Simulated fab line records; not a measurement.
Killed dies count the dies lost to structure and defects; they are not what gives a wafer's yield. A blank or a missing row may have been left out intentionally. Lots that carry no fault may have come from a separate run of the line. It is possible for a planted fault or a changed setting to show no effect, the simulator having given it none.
What tool caused it? ; flow sky130 ; 6 lots with 18 wafers sampled at 4 steps, on a route of 708 steps

WHAT THE GAUGES READ, wafer by wafer
SKY_VT_ADJUST_NCORE_CD_MEAS_07: the cd target is 380 nm.
lot;measured;on;cd-nm (nm)
L689;day 9 12:54;cd-sem-01;375.5 376.4 380.1
L691;day 10 01:26;cd-sem-01;- - -
L696;day 11 07:45;cd-sem-02;379.8 379.1 377.0
L702;day 13 08:10;cd-sem-01;381.4 381.5 379.9
L705;day 14 05:36;cd-sem-01;380.5 380.1 378.6
L708;day 15 01:28;cd-sem-02;375.1 373.0 374.9

TOOL THAT RAN EACH LOT (tool first, then ch and the chambers of the sampled wafers, then the start)
lot;SKY_DNWELL_STRIP_08;SKY_NWELL_STRIP_14;SKY_VT_ADJUST_NCORE_EXPOSE_04
L689;plasma-asher-04 ch 0,1, day 3 23:37;plasma-asher-02 ch 0,1, day 5 10:53;iline-stepper-02 ch 0, day 9 03:25
L691;plasma-asher-02 ch 0,1, day 4 09:16;plasma-asher-02 ch 0,1, day 5 20:33;iline-stepper-02 ch 0, day 9 14:43
L696;plasma-asher-04 ch 0,1, day 5 08:40;plasma-asher-04 ch 0,1, day 6 21:53;iline-stepper-01 ch 0, day 10 20:37
L702;plasma-asher-01 ch 0,1, day 6 19:34;plasma-asher-03 ch 0,1, day 8 12:20;iline-stepper-01 ch 0, day 12 20:07
L705;plasma-asher-02 ch 0,1, day 7 13:31;plasma-asher-03 ch 0,1, day 9 06:13;iline-stepper-01 ch 0, day 13 16:35
L708;plasma-asher-02 ch 0,1, day 8 02:55;plasma-asher-02 ch 0,1, day 9 20:39;iline-stepper-02 ch 0, day 14 12:29
- SKY_DNWELL_STRIP_08: strips in O2/N2.
- SKY_NWELL_STRIP_14: strips in O2/N2.
- SKY_VT_ADJUST_NCORE_EXPOSE_04: exposes mask LVTN COMPLEMENT THIN, target cd 380 nm.

THE ANSWER, worked out from the rows above alone
Rule: the lots themselves supply what counts as usual. Put in order of their means at a reading, lots are off if they are a third of the lots or fewer, leave a main group of 4 or more, and stand apart from it by a gap of 3 or more times the standard deviation of the main group's means; of several such gaps the widest counts. A main group whose means are all the same, to the digits that the tables above print for the reading, isn't used. Also off: a lot with no number at a reading for which 4 or more lots have one. Any other lot the step has rows for is counted as sound.
Off at SKY_VT_ADJUST_NCORE_CD_MEAS_07 (cd-nm): L691. Without a number there: L691. For the main group the mean is 378.2 nm and the standard deviation 2.3.
A tool fits if, at a process step before that reading, it ran every lot that is off, and no sound lot after the first of them. Gauges at SKY_VT_ADJUST_NCORE_CD_MEAS_07: tried the same way as those tools. Of those tried, none fits.

WHAT WAS PUT IN BY THE SIMULATOR
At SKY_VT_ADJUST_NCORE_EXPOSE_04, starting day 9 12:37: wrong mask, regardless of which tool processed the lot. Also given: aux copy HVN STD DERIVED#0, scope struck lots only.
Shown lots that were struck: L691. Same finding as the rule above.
